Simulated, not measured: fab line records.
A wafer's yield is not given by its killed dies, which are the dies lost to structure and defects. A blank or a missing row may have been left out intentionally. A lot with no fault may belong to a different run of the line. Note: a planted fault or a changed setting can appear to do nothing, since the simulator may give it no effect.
fab line records + flow sky130 + part 2 of 2: steps 27 to 36 of 36
record
- lots=5
- wafers=15
- lastDay=50
route steps=708 shown LDD_P@257 LDD_HVN@267 LDD_HVP@278 LDD_LDN@289
lots untouched by any fault: they come from a run of this same line in which no faults occurred
startH: hours from the record's opening day to when the first of the lot's shown wafers began + waitH: hours elapsed since this lot's preceding step + " identical to the entry in the row above + L1.1+2: a single row standing in for several wafers + - no value, or no start was given + * or withheld: withheld + < > ~ a bound
route shown NAME@n: names a module that has steps shown in the file, with the first one's number in the route + usual: mean and standard deviation over wafers with no fault + same: alike in all rows + chamber/n: place in a boat + sites: readings site by site + _std_site: the standard deviation of these + _edge_site: the outer-site mean with the inner-site mean subtracted + radiusMm: for every site, how far away it sits from the centre of the wafer + mask NAME#n: copy n + behind: the tool/chamber that last shaped the wafer + hold: why the lot was held/for how many hours/how that ended + device: the transistor (n, p or np) that didn't switch + end of line: tests run on the same wafers once the route is complete + where a step has no rows: the recipe by itself + killed: not the wafer's yield, but the dies lost to structure and defects at the first sort + map: dies across one wafer; x = killed, . = not, _ = none there
set.NAME: the setting the step ran with; set.NAME@STEP: the setting that earlier step ran with + model.NAME: the simulator's own value behind a step, which no gauge read
lots at some steps of the route; a table a step, a row a wafer
services: a tool's chamber out of use, with start hour (startH, from the record's first day; less than 0 if before it), hours out, and reason
## steps
# step SKY_LDD_HVP_PEB_05
# recipe
- tempC=withheld
- timeS=*
- resist=NOVOLAK
# usual
- chillPlateTempC=*
| lot.wafer | tool          | chamber | startH | waitH | chillPlateTempC |
|-----------|---------------|---------|--------|-------|-----------------|
| L079.2    | lithoTrack-04 | 0       | -      | -     | *               |
| L079.3    | "             | 0       | "      | "     | *               |
| L079.6    | "             | 0       | "      | "     | *               |
| L081.2    | lithoTrack-03 | 0       | -      | -     | *               |
| L081.5    | "             | 0       | "      | "     | *               |
| L081.6    | "             | 0       | "      | "     | *               |
| L083.3    | lithoTrack-02 | 0       | -      | -     | *               |
| L083.4    | "             | 0       | "      | "     | *               |
| L083.6    | "             | 0       | "      | "     | *               |
| L084.2    | lithoTrack-02 | 0       | -      | -     | *               |
| L084.4    | "             | 0       | "      | "     | *               |
| L084.5    | "             | 0       | "      | "     | *               |
| L095.1    | lithoTrack-04 | 0       | -      | -     | *               |
| L095.3    | "             | 0       | "      | "     | *               |
| L095.6    | "             | 0       | "      | "     | *               |
# step SKY_LDD_HVP_DEVELOP_06
# recipe
- resist=NOVOLAK
- developer=TMAH
- developTimeS=60
- devTempC=23
# usual
- chillPlateTempC=23.01/0.094
# same
- developTimeS=60
| lot.wafer | tool          | chamber | startH | waitH | chillPlateTempC |
|-----------|---------------|---------|--------|-------|-----------------|
| L079.2    | lithoTrack-04 | 0       | 551.91 | 0.1   | 22.98           |
| L079.3    | "             | 0       | "      | "     | 22.89           |
| L079.6    | "             | 0       | "      | "     | 23.03           |
| L081.2    | lithoTrack-03 | 0       | 560.45 | 0.1   | 23.25           |
| L081.5    | "             | 0       | "      | "     | 23.12           |
| L081.6    | "             | 0       | "      | "     | 23.06           |
| L083.3    | lithoTrack-02 | 0       | 584.46 | 0.1   | 22.86           |
| L083.4    | "             | 0       | "      | "     | 22.92           |
| L083.6    | "             | 0       | "      | "     | 22.99           |
| L084.2    | lithoTrack-02 | 0       | 586.59 | 0.1   | 23.04           |
| L084.4    | "             | 0       | "      | "     | 22.98           |
| L084.5    | "             | 0       | "      | "     | 22.99           |
| L095.1    | lithoTrack-04 | 0       | 674.38 | 0.1   | 22.84           |
| L095.3    | "             | 0       | "      | "     | 22.93           |
| L095.6    | "             | 0       | "      | "     | 23.03           |
# step SKY_LDD_HVP_OVL_MEAS_07
# usual
- LDD_HVP_OVL=0.9/1.7
| lot.wafer | tool       | chamber | startH | waitH | LDD_HVP_OVL[nm] |
|-----------|------------|---------|--------|-------|-----------------|
| L079.2    | overlay-02 | -       | 552.04 | 0.1   | 2.4             |
| L079.3    | "          | -       | "      | "     | 1.1             |
| L079.6    | "          | -       | "      | "     | 1.9             |
| L081.2    | overlay-02 | -       | 560.59 | 0.1   | 3.3             |
| L081.5    | "          | -       | "      | "     | 3.7             |
| L081.6    | "          | -       | "      | "     | 2.3             |
| L083.3    | overlay-02 | -       | 584.58 | 0.1   | 1.6             |
| L083.4    | "          | -       | "      | "     | 0.7             |
| L083.6    | "          | -       | "      | "     | 0.0             |
| L084.2    | overlay-01 | -       | 586.72 | 0.1   | 1.3             |
| L084.4    | "          | -       | "      | "     | 0.3             |
| L084.5    | "          | -       | "      | "     | 0.3             |
| L095.1    | overlay-02 | -       | 674.53 | 0.1   | -1.0            |
| L095.3    | "          | -       | "      | "     | -1.5            |
| L095.6    | "          | -       | "      | "     | -0.8            |
# step SKY_LDD_HVP_IMPLANT_08
# recipe
- species=B
- energyKev=20
- doseCm2=1.7e+13
- tiltDeg=17.9
| lot.wafer  | tool         | chamber | startH | waitH |
|------------|--------------|---------|--------|-------|
| L079.2+3+6 | implanter-02 | 0       | 552.09 | 0.0   |
| L081.2+5+6 | implanter-03 | 0       | 560.64 | 0.0   |
| L083.3+4+6 | implanter-01 | 0       | 584.65 | 0.1   |
| L084.2+4+5 | implanter-03 | 0       | 586.77 | 0.0   |
| L095.1+3+6 | implanter-02 | 0       | 674.57 | 0.0   |
# step SKY_LDD_HVP_STRIP_09
# recipe
- chemistry=O2/N2
- powerW=1400
- pressureMtorr=1500
- platenTempC=withheld
- o2FlowSccm=3000
- n2FlowSccm=300
- overashFraction=0.5
# usual
- drypumpMotorCurrentA=5.7/0.5
- oesProductAu=0.409/0.0046
- stripTimeToEndpointS=4.130/0.016
| lot.wafer | tool           | chamber | startH | waitH | drypumpMotorCurrentA | oesProductAu | rfHoursCounterH | stripTimeToEndpointS |
|-----------|----------------|---------|--------|-------|----------------------|--------------|-----------------|----------------------|
| L079.2    | plasmaAsher-02 | 0       | 552.22 | 0.1   | 5.7                  | 0.406        | 83              | 4.132                |
| L079.3    | "              | 0       | "      | "     | 5.7                  | 0.413        | -               | 4.113                |
| L079.6    | "              | 1       | "      | "     | 5.4                  | 0.407        | -               | 4.138                |
| L081.2    | plasmaAsher-03 | 0       | 560.77 | 0.1   | 5.9                  | 0.408        | 49              | 4.129                |
| L081.5    | "              | 1       | "      | "     | 6.7                  | 0.403        | -               | 4.134                |
| L081.6    | "              | 0       | "      | "     | 5.9                  | 0.408        | -               | 4.156                |
| L083.3    | plasmaAsher-01 | 1       | 584.78 | 0.1   | 5.3                  | 0.408        | -               | 4.118                |
| L083.4    | "              | 0       | "      | "     | 5.3                  | 0.419        | -               | 4.113                |
| L083.6    | "              | 0       | "      | "     | 5.3                  | 0.414        | -               | 4.124                |
| L084.2    | plasmaAsher-02 | 1       | 586.90 | 0.1   | 5.4                  | 0.409        | 86              | 4.115                |
| L084.4    | "              | 0       | "      | "     | 5.7                  | 0.412        | -               | 4.138                |
| L084.5    | "              | 1       | "      | "     | 5.4                  | 0.406        | -               | 4.126                |
| L095.1    | plasmaAsher-03 | 1       | 674.72 | 0.1   | 6.7                  | 0.411        | 59              | 4.108                |
| L095.3    | "              | 1       | "      | "     | 6.7                  | 0.408        | -               | 4.147                |
| L095.6    | "              | 1       | "      | "     | 6.7                  | 0.417        | -               | 4.121                |
# step SKY_LDD_HVP_TW_MEAS_10
# usual
- LDD_HVP_TW=456/4.2
| lot.wafer | tool         | chamber | startH | waitH | LDD_HVP_TW |
|-----------|--------------|---------|--------|-------|------------|
| L079.2    | filmMetro-02 | -       | 552.33 | 0.1   | 450        |
| L079.3    | "            | -       | "      | "     | 449        |
| L079.6    | "            | -       | "      | "     | 452        |
| L081.2    | filmMetro-01 | -       | 560.88 | 0.1   | 459        |
| L081.5    | "            | -       | "      | "     | 456        |
| L081.6    | "            | -       | "      | "     | 455        |
| L083.3    | filmMetro-02 | -       | 584.87 | 0.1   | 449        |
| L083.4    | "            | -       | "      | "     | 453        |
| L083.6    | "            | -       | "      | "     | 450        |
| L084.2    | filmMetro-02 | -       | 587.01 | 0.1   | 450        |
| L084.4    | "            | -       | "      | "     | 451        |
| L084.5    | "            | -       | "      | "     | 452        |
| L095.1    | filmMetro-04 | -       | 674.82 | 0.1   | 460        |
| L095.3    | "            | -       | "      | "     | 461        |
| L095.6    | "            | -       | "      | "     | 459        |
# step SKY_LDD_LDN_DEHYDRATE_00
# recipe
- tempC=200
- timeS=60
# usual
- chillPlateTempC=23.01/0.099
| lot.wafer | tool          | chamber | startH | waitH | chillPlateTempC |
|-----------|---------------|---------|--------|-------|-----------------|
| L079.2    | lithoTrack-03 | 0       | 565.90 | 13.6  | 22.94           |
| L079.3    | "             | 0       | "      | "     | 23.13           |
| L079.6    | "             | 0       | "      | "     | 22.90           |
| L081.2    | lithoTrack-03 | 0       | 574.40 | 13.5  | 23.10           |
| L081.5    | "             | 0       | "      | "     | 23.03           |
| L081.6    | "             | 0       | "      | "     | 23.08           |
| L083.3    | lithoTrack-01 | 0       | 598.71 | 13.8  | 22.99           |
| L083.4    | "             | 0       | "      | "     | 23.04           |
| L083.6    | "             | 0       | "      | "     | 22.99           |
| L084.2    | lithoTrack-03 | 0       | 600.85 | 13.8  | 23.09           |
| L084.4    | "             | 0       | "      | "     | 23.03           |
| L084.5    | "             | 0       | "      | "     | 23.16           |
| L095.1    | lithoTrack-01 | 0       | 687.96 | 13.1  | 23.07           |
| L095.3    | "             | 0       | "      | "     | 22.85           |
| L095.6    | "             | 0       | "      | "     | 23.05           |
# step SKY_LDD_LDN_HMDS_01
# recipe
- primeTimeS=60
- primeTempC=120
# usual
- chillPlateTempC=23.01/0.098
| lot.wafer | tool          | chamber | startH | waitH | chillPlateTempC |
|-----------|---------------|---------|--------|-------|-----------------|
| L079.2    | lithoTrack-03 | 0       | 566.05 | 0.1   | 23.08           |
| L079.3    | "             | 0       | "      | "     | 23.05           |
| L079.6    | "             | 0       | "      | "     | 23.07           |
| L081.2    | lithoTrack-03 | 0       | 574.55 | 0.1   | 23.06           |
| L081.5    | "             | 0       | "      | "     | 22.98           |
| L081.6    | "             | 0       | "      | "     | 23.13           |
| L083.3    | lithoTrack-01 | 0       | 598.86 | 0.1   | 22.96           |
| L083.4    | "             | 0       | "      | "     | 22.83           |
| L083.6    | "             | 0       | "      | "     | 22.97           |
| L084.2    | lithoTrack-03 | 0       | 601.00 | 0.1   | 22.97           |
| L084.4    | "             | 0       | "      | "     | 23.13           |
| L084.5    | "             | 0       | "      | "     | 22.97           |
| L095.1    | lithoTrack-01 | 0       | 688.11 | 0.1   | 23.12           |
| L095.3    | "             | 0       | "      | "     | 23.01           |
| L095.6    | "             | 0       | "      | "     | 23.13           |
# step SKY_LDD_LDN_COAT_02
# recipe
- resist=NOVOLAK
- spinRpm=3000
- resistThkNm=1140
# usual
- chillPlateTempC=23.04/0.091
| lot.wafer | tool          | chamber | startH | waitH | chillPlateTempC |
|-----------|---------------|---------|--------|-------|-----------------|
| L079.2    | lithoTrack-03 | 0       | 566.20 | 0.1   | 23.03           |
| L079.3    | "             | 0       | "      | "     | 23.14           |
| L079.6    | "             | 0       | "      | "     | 23.00           |
| L081.2    | lithoTrack-03 | 0       | 574.70 | 0.1   | 22.85           |
| L081.5    | "             | 0       | "      | "     | 22.96           |
| L081.6    | "             | 0       | "      | "     | 22.90           |
| L083.3    | lithoTrack-01 | 0       | 599.01 | 0.1   | 23.04           |
| L083.4    | "             | 0       | "      | "     | 22.98           |
| L083.6    | "             | 0       | "      | "     | 23.12           |
| L084.2    | lithoTrack-03 | 0       | 601.15 | 0.1   | 23.06           |
| L084.4    | "             | 0       | "      | "     | 23.17           |
| L084.5    | "             | 0       | "      | "     | 23.07           |
| L095.1    | lithoTrack-01 | 0       | 688.26 | 0.1   | 23.08           |
| L095.3    | "             | 0       | "      | "     | 23.08           |
| L095.6    | "             | 0       | "      | "     | 22.82           |
# step SKY_LDD_LDN_SOFTBAKE_03
# recipe
- tempC=90
- timeS=60
- resist=NOVOLAK
# usual
- chillPlateTempC=23.00/0.12
| lot.wafer | tool          | chamber | startH | waitH | chillPlateTempC |
|-----------|---------------|---------|--------|-------|-----------------|
| L079.2    | lithoTrack-03 | 0       | 566.35 | 0.1   | 23.13           |
| L079.3    | "             | 0       | "      | "     | 23.18           |
| L079.6    | "             | 0       | "      | "     | 22.91           |
| L081.2    | lithoTrack-03 | 0       | 574.85 | 0.1   | 23.14           |
| L081.5    | "             | 0       | "      | "     | 22.97           |
| L081.6    | "             | 0       | "      | "     | 22.99           |
| L083.3    | lithoTrack-01 | 0       | 599.16 | 0.1   | 22.96           |
| L083.4    | "             | 0       | "      | "     | 22.92           |
| L083.6    | "             | 0       | "      | "     | 22.91           |
| L084.2    | lithoTrack-03 | 0       | 601.30 | 0.1   | 23.01           |
| L084.4    | "             | 0       | "      | "     | 23.03           |
| L084.5    | "             | 0       | "      | "     | 22.91           |
| L095.1    | lithoTrack-01 | 0       | 688.41 | 0.1   | 22.79           |
| L095.3    | "             | 0       | "      | "     | 22.86           |
| L095.6    | "             | 0       | "      | "     | 22.84           |
## services
| tool            | chamber | startH | hours | kind   |
|-----------------|---------|--------|-------|--------|
| plasmaAsher-01  | -       | 453.05 | 14.6  | pm     |
| ilineStepper-01 | -       | 461.13 | 1.7   | pm     |
| plasmaAsher-01  | -       | 487.41 | 1.4   | repair |
| implanter-03    | -       | 504.84 | 1.8   | repair |
| implanter-04    | -       | 516.13 | 5.6   | repair |
| ilineStepper-01 | -       | 516.23 | 1.1   | repair |
| implanter-02    | -       | 516.84 | 3.1   | repair |
| implanter-04    | -       | 521.77 | 31.8  | pm     |
| ilineStepper-01 | -       | 543.46 | 1.9   | repair |
| plasmaAsher-01  | -       | 549.55 | 1.8   | repair |
| ilineStepper-02 | -       | 549.58 | 1.7   | pm     |
| implanter-03    | -       | 558.00 | 2.3   | repair |
| implanter-03    | -       | 558.02 | 1.2   | repair |
| implanter-04    | -       | 570.76 | 7.7   | repair |
| implanter-02    | -       | 570.84 | 4.1   | pm     |
| implanter-04    | -       | 577.48 | 2.1   | repair |
| ilineStepper-02 | -       | 626.28 | 3.6   | repair |
| plasmaAsher-04  | -       | 640.21 | 1.2   | repair |
| plasmaAsher-04  | -       | 641.40 | 2.8   | pm     |
| implanter-01    | -       | 654.81 | 5.5   | pm     |
| ilineStepper-01 | -       | 679.31 | 1.7   | pm     |
| implanter-03    | -       | 680.02 | 1.8   | repair |
| ilineStepper-01 | -       | 685.15 | 2.1   | pm     |
| implanter-02    | -       | 687.14 | 1.8   | repair |
